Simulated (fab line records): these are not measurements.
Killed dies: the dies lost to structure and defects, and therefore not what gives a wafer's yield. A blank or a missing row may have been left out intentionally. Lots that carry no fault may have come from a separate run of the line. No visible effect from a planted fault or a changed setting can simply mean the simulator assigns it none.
fab line records	flow sky130
record lots=6	wafers=18	last_day=50
route steps=708 shown METAL4@633 VIA4@639 PAD_OPEN@708
lots untouched by any fault: they come from a run of this same line in which no faults occurred
start_h: hours from the record's opening day to when the first of the lot's shown wafers began	wait_h: hours from the lot's prior step to this one	" the same as in the row above	L1.1+2: a single row standing in for several wafers	- no value present, or no start provided	* or withheld: withheld	< > ~ a bound
route shown NAME@n: NAME is a module with steps in the file, n the number in the route of the first one	usual: average and standard deviation across the fault-free wafers	same: alike in all rows	chamber/n: place in a boat	sites: per-site readings	_std_site: standard deviation of those values	_edge_site: the outer-site mean with the inner-site mean subtracted	radius_mm: for every site, how far away it sits from the centre of the wafer	mask NAME#n: copy n	behind: tool/chamber where the wafer was last shaped	hold: reason for holding the lot/hours on hold/outcome of the hold	device: the n, p or np transistor that did not switch	end of line: the same wafers' tests at the end of the route	a step given without rows: its recipe and nothing more	killed: not the wafer's yield, but the dies lost to structure and defects at the first sort	map: the dies of a wafer, with x for killed, . for not killed, _ for no die there
set.NAME: the setting the step ran with; set.NAME@STEP: the setting that earlier step ran with	model.NAME: the simulator's own value behind a step, which no gauge read
lots at some steps of the route; a table a step, a row a wafer
services: the hour from which a tool's chamber was out of use, counted from the record's first day as start_h (under 0 if before that day), plus the number of hours and why
## steps
# step SKY_METAL4_ETCH_17
# recipe target=SiO2	stop_on=TiN	chemistry=C4F8/O2/Ar	source_w=1500	bias_w=1200	pressure_mtorr=40	c4f8_flow_sccm=withheld	O2_flow_sccm=6	Ar_flow_sccm=300	time_s=3.9	target_depth_a=150
# usual oes_product_au=0.757/0.0072	rf_fwd_power_W=1469/7.8
lot.wafer	tool	chamber	start_h	wait_h	oes_product_au	rf_fwd_power_W	rf_hours_counter_h
L168.3	rie_diel-02	3	992.61	0.0	0.758	1463	1
L168.5	"	3	"	"	0.751	1473	-
L168.6	"	0	"	"	0.754	1478	-
L172.2	rie_diel-01	0	1017.75	0.1	0.747	1467	10
L172.3	"	3	"	"	0.759	1478	18
L172.4	"	2	"	"	0.757	1468	11
L176.1	rie_diel-01	0	1046.27	0.1	0.751	1465	11
L176.5	"	0	"	"	0.763	1467	-
L176.6	"	3	"	"	0.767	1490	-
L184.2	rie_diel-03	1	1094.92	0.1	0.755	1463	15
L184.3	"	3	"	"	0.754	1472	19
L184.4	"	0	"	"	0.754	1459	22
L186.3	rie_diel-01	3	1103.96	0.0	0.766	1480	20
L186.4	"	2	"	"	0.766	1463	13
L186.6	"	3	"	"	0.756	1475	-
L189.1	rie_diel-01	1	1122.72	0.1	0.756	1470	16
L189.4	"	0	"	"	0.760	1474	13
L189.5	"	2	"	"	0.758	1470	-
# step SKY_METAL4_METAL_ETCH_18
# recipe target_depth_a=8450	stop_on=SiO2	over_etch_frac=0.3	time_s=183.1	chemistry=Cl2/BCl3	resist_sidewall_deg=88	pressure_mtorr=10	icp_w=900	bias_w=48.5	Cl2_flow_sccm=60	bcl3_flow_sccm=30
# usual bcl3_flow_sccm=30.00/0.091	drypump_motor_current_A=5.7/0.35	oes_product_au=0.866/0.0062	rf_fwd_power_W=896/3	throttle_valve_pct=22.264/0.0084
lot.wafer	tool	chamber	start_h	wait_h	bcl3_flow_sccm	drypump_motor_current_A	oes_product_au	rf_fwd_power_W	rf_hours_counter_h	throttle_valve_pct
L168.3	rie_metal-04	1	992.69	0.1	29.93	5.4	0.856	898	-	22.269
L168.5	"	0	"	"	29.83	5.7	0.865	900	-	22.271
L168.6	"	1	"	"	29.93	5.4	0.860	892	-	22.249
L172.2	rie_metal-03	1	1017.83	0.1	30.01	6.3	0.867	896	-	22.272
L172.3	"	1	"	"	30.06	6.3	0.877	899	-	22.262
L172.4	"	1	"	"	29.89	6.3	0.861	898	-	22.262
L176.1	rie_metal-04	0	1046.29	0.0	30.13	5.7	0.857	898	15	22.278
L176.5	"	1	"	"	30.00	5.4	0.872	891	-	22.262
L176.6	"	0	"	"	30.07	5.7	0.874	900	-	22.275
L184.2	rie_metal-04	0	1094.94	0.0	30.05	5.7	0.865	895	18	22.275
L184.3	"	1	"	"	30.04	5.4	0.858	895	-	22.268
L184.4	"	0	"	"	30.02	5.7	0.878	897	-	22.251
L186.3	rie_metal-04	0	1104.04	0.1	30.02	5.8	0.862	897	-	22.261
L186.4	"	1	"	"	30.07	5.4	0.867	889	-	22.267
L186.6	"	1	"	"	29.95	5.5	0.865	890	-	22.283
L189.1	rie_metal-02	0	1122.74	0.0	30.00	5.2	0.857	896	15	22.253
L189.4	"	0	"	"	30.00	5.1	0.868	899	-	22.274
L189.5	"	0	"	"	29.84	5.2	0.868	897	-	22.250
# step SKY_METAL4_STRIP_19
# recipe chemistry=O2/N2	power_w=1400	pressure_mtorr=1500	platen_temp_c=withheld	o2_flow_sccm=3000	n2_flow_sccm=300	overash_fraction=0.5
# usual drypump_motor_current_A=5.84/0.17	oes_product_au=0.503/0.0055	strip_time_to_endpoint_s=6.56/0.082
lot.wafer	tool	chamber	start_h	wait_h	drypump_motor_current_A	oes_product_au	rf_hours_counter_h	strip_time_to_endpoint_s
L168.3	plasma_asher-02	0	992.84	0.1	5.96	0.500	-	6.56
L168.5	"	0	"	"	5.99	0.508	-	6.69
L168.6	"	1	"	"	5.56	0.499	-	6.50
L172.2	plasma_asher-02	0	1018.13	0.2	5.99	0.504	118	6.65
L172.3	"	0	"	"	5.99	0.500	-	6.56
L172.4	"	1	"	"	5.54	0.496	-	6.58
L176.1	plasma_asher-02	1	1046.47	0.1	5.57	0.506	120	6.73
L176.5	"	0	"	"	6.01	0.509	-	6.49
L176.6	"	1	"	"	5.56	0.509	-	6.69
L184.2	plasma_asher-01	0	1095.12	0.1	5.93	0.510	99	6.66
L184.3	"	1	"	"	5.93	0.501	-	6.53
L184.4	"	0	"	"	5.93	0.506	-	6.59
L186.3	plasma_asher-02	0	1104.19	0.1	5.96	0.511	-	6.69
L186.4	"	1	"	"	5.52	0.500	-	6.56
L186.6	"	1	"	"	5.57	0.500	-	6.56
L189.1	plasma_asher-02	1	1123.10	0.3	5.56	0.499	5	6.48
L189.4	"	1	"	"	5.56	0.502	-	6.53
L189.5	"	0	"	"	5.96	0.497	-	6.47
# step SKY_METAL4_STRIP_20
# recipe chemistry=post_etch_residue_remover	time_s=1200	temp_c=72.5
# step SKY_METAL4_CLEAN_21
# recipe chemistry=IPA	time_s=180	temp_c=25
# step SKY_METAL4_CLEAN_22
# recipe chemistry=O3/DIW	dry=n2_spin
# step SKY_VIA4_HDPCVD_00
# recipe material=SiO2	target_thk_nm=1750	sigma_open_frac=0.3	time_s=291.7	temp_c=400	sih4_flow_sccm=60	pressure_mtorr=6
# step SKY_VIA4_THK_MEAS_01
# recipe reads=SiO2_of_VIA4_HDPCVD_00
# usual VIA4_HDPCVD_THK=1747/15
lot.wafer	tool	chamber	start_h	wait_h	VIA4_HDPCVD_THK[nm]
L168.3	film_metro-01	-	993.63	0.1	1770
L168.5	"	-	"	"	1762
L168.6	"	-	"	"	1763
L172.2	film_metro-01	-	1018.93	0.1	1733
L172.3	"	-	"	"	1728
L172.4	"	-	"	"	1724
L176.1	film_metro-01	-	1047.24	0.1	1738
L176.5	"	-	"	"	1751
L176.6	"	-	"	"	1736
L184.2	film_metro-04	-	1095.91	0.1	1752
L184.3	"	-	"	"	1723
L184.4	"	-	"	"	1761
L186.3	film_metro-01	-	1104.98	0.1	1744
L186.4	"	-	"	"	1738
L186.6	"	-	"	"	1762
L189.1	film_metro-04	-	1123.87	0.1	1744
L189.4	"	-	"	"	1756
L189.5	"	-	"	"	1724
# step SKY_VIA4_CMP_02
# recipe material=SiO2	down_force_psi=4	platen_rpm=60	pad_velocity_m_s=0.94248
# usual motor_current_A=12.5/1.1
lot.wafer	tool	chamber	start_h	wait_h	motor_current_A
L168.3	cmp-02	1	993.77	0.1	12.7
L168.5	"	3	"	"	12.0
L168.6	"	0	"	"	11.6
L172.3	cmp-02	3	1018.98	0.0	12.4
L172.4	"	0	"	"	11.3
L172.2	"	1	"	"	11.7
L176.1	cmp-01	3	1047.45	0.2	11.6
L176.5	"	0	"	"	12.2
L176.6	"	1	"	"	11.7
L184.3	cmp-02	0	1096.09	0.2	11.6
L184.2	"	1	"	"	11.6
L184.4	"	2	"	"	14.2
L186.4	cmp-02	3	1105.16	0.2	11.9
L186.3	"	0	"	"	10.8
L186.6	"	2	"	"	13.5
L189.4	cmp-02	3	1123.98	0.1	12.0
L189.1	"	0	"	"	10.9
L189.5	"	3	"	"	11.6
# step SKY_VIA4_BOW_MEAS_03
# recipe mode=bow
# usual VIA4_BOW=76/8.5
lot.wafer	tool	chamber	start_h	wait_h	VIA4_BOW[um]
L168.3	film_metro-01	-	994.01	0.2	84
L168.5	"	-	"	"	81
L168.6	"	-	"	"	77
L172.2	film_metro-01	-	1019.30	0.2	78
L172.3	"	-	"	"	84
L172.4	"	-	"	"	63
L176.1	film_metro-01	-	1047.60	0.1	72
L176.5	"	-	"	"	70
L176.6	"	-	"	"	70
L184.2	film_metro-04	-	1096.36	0.2	81
L184.3	"	-	"	"	81
L184.4	"	-	"	"	82
L186.3	film_metro-02	-	1105.45	0.2	66
L186.4	"	-	"	"	61
L186.6	"	-	"	"	63
L189.1	film_metro-04	-	1124.28	0.2	75
L189.4	"	-	"	"	81
L189.5	"	-	"	"	84
# step SKY_VIA4_DEHYDRATE_04
# recipe temp_c=200	time_s=60
# step SKY_VIA4_HMDS_05
# recipe prime_time_s=60	prime_temp_c=120
# step SKY_VIA4_COAT_06
# recipe resist=NOVOLAK	spin_rpm=3000	resist_thk_nm=1140
lot.wafer	tool	chamber	start_h	wait_h	model.NOVOLAK_of_VIA4_COAT_06.thk_nm
L168.3	litho_track-03	0	1005.91	0.1	1144
L168.5	"	0	"	"	1147
L168.6	"	0	"	"	1141
L172.2	litho_track-04	0	1030.35	0.1	1143
L172.3	"	0	"	"	1144
L172.4	"	0	"	"	1148
L176.1	litho_track-01	0	1058.57	0.1	1142
L176.5	"	0	"	"	1140
L176.6	"	0	"	"	1143
L184.2+3+4	litho_track-04	0	1105.95	0.1	1142
L186.3	litho_track-01	0	1115.02	0.1	1083
L186.4	"	0	"	"	1086
L186.6	"	0	"	"	1091
L189.1+5	litho_track-01	0	1133.17	0.1	1081
L189.4	"	0	"	"	1084
# step SKY_VIA4_SOFTBAKE_07
# recipe temp_c=90	time_s=60	resist=NOVOLAK
# step SKY_VIA4_EXPOSE_08
# recipe mask_id=VIM4	na=0.6	source_shape=conventional	sigma_outer=0.6	polarization=unpolarized	target_cd_nm=800	dose_mj=132
# step SKY_VIA4_PEB_09
# recipe temp_c=withheld	time_s=*	resist=NOVOLAK
# step SKY_VIA4_DEVELOP_10
# recipe resist=NOVOLAK	developer=TMAH	develop_time_s=60	dev_temp_c=23
# step SKY_VIA4_OVL_MEAS_11
# usual VIA4_OVL=0.2/1.4
lot.wafer	tool	chamber	start_h	wait_h	VIA4_OVL[nm]
L168.3	overlay-01	-	1017.53	0.1	-0.4
L168.5	"	-	"	"	-0.8
L168.6	"	-	"	"	-1.4
L172.2	overlay-02	-	1041.52	0.1	-0.3
L172.3	"	-	"	"	0.4
L172.4	"	-	"	"	-1.4
L176.1	overlay-02	-	1069.22	0.1	0.6
L176.5	"	-	"	"	2.1
L176.6	"	-	"	"	-0.2
L184.2	overlay-02	-	1116.02	0.1	-1.1
L184.3	"	-	"	"	-0.3
L184.4	"	-	"	"	-0.2
L186.3	overlay-02	-	1124.89	0.1	1.8
L186.4	"	-	"	"	0.2
L186.6	"	-	"	"	0.5
L189.1	overlay-02	-	1142.66	0.1	-0.9
L189.4	"	-	"	"	-2.2
L189.5	"	-	"	"	-0.1
# step SKY_VIA4_ETCH_12
# recipe target=SiO2	chemistry=C4F8/O2/Ar	stop_on=TiN	mask_material=NOVOLAK	source_w=1500	bias_w=1200	pressure_mtorr=40	c4f8_flow_sccm=withheld	O2_flow_sccm=6	Ar_flow_sccm=300	time_s=withheld	target_depth_a=5800
# usual oes_product_au=0.925/0.0042	rf_fwd_power_W=1491/4.1
lot.wafer	tool	chamber	start_h	wait_h	oes_product_au	rf_fwd_power_W	model.NOVOLAK_of_VIA4_COAT_06.thk_nm	model.VIA4.cd_nm
L168.3	rie_diel-04	1	1017.55	0.0	0.927	1491	1015	798.5
L168.5	"	2	"	"	0.920	1486	1020	799.7
L168.6	"	1	"	"	0.920	1494	1013	797
L172.2	rie_diel-04	2	1041.55	0.0	0.921	1491	1016	799.5
L172.3	"	3	"	"	0.923	1495	1014	798.7
L172.4	"	0	"	"	0.929	1486	1014	801.8
L176.1	rie_diel-03	1	1069.26	0.0	0.926	1489	1012	796.2
L176.5	"	2	"	"	0.929	1487	1009	796.8
L176.6	"	3	"	"	0.919	1490	1013	796.3
L184.2	rie_diel-04	3	1116.05	0.0	0.932	1495	1014	802.9
L184.3	"	0	"	"	0.928	1488	1009	802.7
L184.4	"	1	"	"	0.925	1494	1012	806.2
L186.3	rie_diel-04	0	1124.91	0.0	0.931	1489	950.1	803.8
L186.4	"	0	"	"	0.921	1494	951.8	805.5
L186.6	"	1	"	"	0.920	1487	961.6	804.7
L189.1	rie_diel-03	2	1142.70	0.0	0.925	1490	950.6	802.7
L189.4	"	2	"	"	0.926	1494	953	803.2
L189.5	"	1	"	"	0.925	1489	952.4	801.9
# step SKY_VIA4_STRIP_13
# recipe chemistry=O2/N2	power_w=1400	pressure_mtorr=1500	platen_temp_c=withheld	o2_flow_sccm=3000	n2_flow_sccm=300	overash_fraction=0.5
# usual drypump_motor_current_A=5.7/0.35	oes_product_au=0.709/0.0044	strip_time_to_endpoint_s=12.808/0.029
lot.wafer	tool	chamber	start_h	wait_h	drypump_motor_current_A	oes_product_au	rf_hours_counter_h	strip_time_to_endpoint_s
L168.3	plasma_asher-03	1	1017.66	-	5.6	0.711	-	12.842
L168.5	"	0	"	"	6.0	0.708	-	12.913
L168.6	"	1	"	"	5.7	0.703	-	12.824
L172.2	plasma_asher-03	0	1041.63	-	6.0	0.701	60	12.856
L172.3	"	1	"	"	5.6	0.711	-	12.820
L172.4	"	0	"	"	6.0	0.712	-	12.834
L176.1	plasma_asher-03	0	1069.33	-	6.0	0.711	62	12.806
L176.5	"	1	"	"	5.6	0.713	-	12.774
L176.6	"	0	"	"	6.0	0.716	-	12.821
L184.2	plasma_asher-01	1	1116.12	-	5.9	0.708	102	12.833
L184.3	"	0	"	"	5.9	0.707	-	12.778
L184.4	"	1	"	"	5.9	0.709	-	12.808
L186.3	plasma_asher-03	1	1125.02	-	5.6	0.704	-	12.175
L186.4	"	0	"	"	6.0	0.708	-	12.166
L186.6	"	1	"	"	5.7	0.707	-	12.300
L189.1	plasma_asher-01	0	1142.77	-	5.9	0.707	104	12.175
L189.4	"	1	"	"	5.9	0.706	-	12.199
L189.5	"	1	"	"	5.9	0.702	-	12.182
# step SKY_VIA4_STRIP_14
# recipe chemistry=post_etch_residue_remover	time_s=1200	temp_c=72.5
# step SKY_PAD_OPEN_PROBE_99
# usual defect_limited_yield=82.6/1.8	killed_at_M0_to_M3=43/6.4	killed_at_M4_up=2.8/1.7	killed_at_contacts=24/5.5	killed_at_front_end=15/4	killed_at_other=0.3/0.54	killed_dies=86/9.1	killed_open=47/6.6	killed_short=39/6.2	sort_bin_3_pad_short=0.9/0.45	sort_bin_5_function=10.4/1.4	sort_bin_6_memory=6.2/1.1	sort_n_pass=406/9.1	sort_yield_pct=82.6/1.8
# same gross_dies=492	killed_at_back_side=0	sort_bin_4_leakage[%]=0	sort_bin_8_speed[%]=0
lot.wafer	tool	chamber	start_h	wait_h	defect_limited_yield[%]	killed_at_M0_to_M3	killed_at_M4_up	killed_at_contacts	killed_at_front_end	killed_at_other	killed_dies	killed_open	killed_short	sort_bin_3_pad_short[%]	sort_bin_5_function[%]	sort_bin_6_memory[%]	sort_n_pass	sort_yield_pct[%]
L186.3	prober-02	-	1183.49	0.2	80.7	47	1	24	20	3	95	42	53	1.6	9.3	8.3	397	80.7
L186.4	prober-02	-	1183.54	0.2	82.1	43	5	28	12	0	88	50	38	1.8	8.9	7.1	404	82.1
L186.6	prober-02	-	1183.64	0.2	81.3	58	2	15	17	0	92	47	45	1.2	11.8	5.7	400	81.3
# killed by level:class
L186.3 VIA1:geometric_particle:open=10 METAL2:geometric_particle:short=8 FIELD_ISO:geometric_particle:short=7 FIELD_ISO:geometric_particle:open=7 LI_CONTACT:geometric_particle:open=7 METAL3:geometric_particle:short=6 VIA2:geometric_particle:short=5 LI_CONTACT:geometric_particle:short=4
L186.4 VIA1:geometric_particle:open=13 LI_CONTACT:geometric_particle:open=12 CONTACT:geometric_particle:open=7 VIA1:geometric_particle:short=6 METAL2:geometric_particle:short=6 VIA2:geometric_particle:open=6 LOCAL_INTERCONNECT:geometric_particle:short=5 METAL1:geometric_particle:short=4
L186.6 VIA1:geometric_particle:open=18 VIA2:geometric_particle:short=7 VIA2:geometric_particle:open=7 VIA3:geometric_particle:short=7 LI_CONTACT:geometric_particle:short=6 VIA3:geometric_particle:open=6 FIELD_ISO:geometric_particle:short=4 POLY_GATE:geometric_particle:short=4
## services
tool	chamber	start_h	hours	kind
rie_diel-01	-	972.56	0.2	repair
rie_diel-04	2	978.62	5.9	repair
rie_diel-03	-	978.67	0.2	repair
rie_diel-01	1	980.10	6.6	repair
rie_diel-02	1	980.99	6.6	repair
rie_diel-02	2	982.55	4.3	repair
rie_metal-02	1	996.22	2.9	repair
rie_diel-01	-	1006.37	0.2	repair
cmp-02	-	1015.80	0.9	repair
rie_diel-01	-	1021.94	2.4	repair
plasma_asher-02	-	1055.25	9.0	pm
plasma_asher-03	-	1058.40	7.3	repair
rie_diel-03	0	1064.07	5.7	repair
rie_diel-01	-	1072.86	14.6	pm
plasma_asher-01	-	1073.37	6.3	repair
rie_diel-03	0	1088.85	3.1	repair
cmp-02	-	1090.84	4.0	pm
plasma_asher-02	-	1096.15	5.8	repair
plasma_asher-01	-	1104.59	0.6	repair
rie_diel-03	1	1113.17	2.8	repair
rie_diel-01	0	1114.03	8.5	repair
rie_diel-04	2	1117.73	9.7	repair
plasma_asher-02	-	1132.86	1.5	repair
rie_diel-03	0	1138.27	28.4	repair
## key
first_sign step=SKY_VIA4_STRIP_13	reading=strip_time_to_endpoint_s	direction=down	sigmas=21	usual=*	struck=*
effect none on later readings
model_effect step=SKY_VIA4_COAT_06	value=NOVOLAK_of_VIA4_COAT_06.thk_nm	without=1140	struck=1084
model_effect step=SKY_VIA4_ETCH_12	value=NOVOLAK_of_VIA4_COAT_06.thk_nm	without=1009	struck=953.3
met_at SKY_VIA4_COAT_06
struck_wafers L186.3,L186.4,L186.6,L189.1,L189.4,L189.5
onset_between 1058.57 1115.02
also_fits time
fault kind=process_parameter_drift	tool=litho_track-01	chamber=-	onset_h=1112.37	steps=SKY_VIA4_COAT_06	channel=resist_thk_nm	offset=-55.495	shape=step	end_h=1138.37	acts_in=these_recipes_only	stated=1140
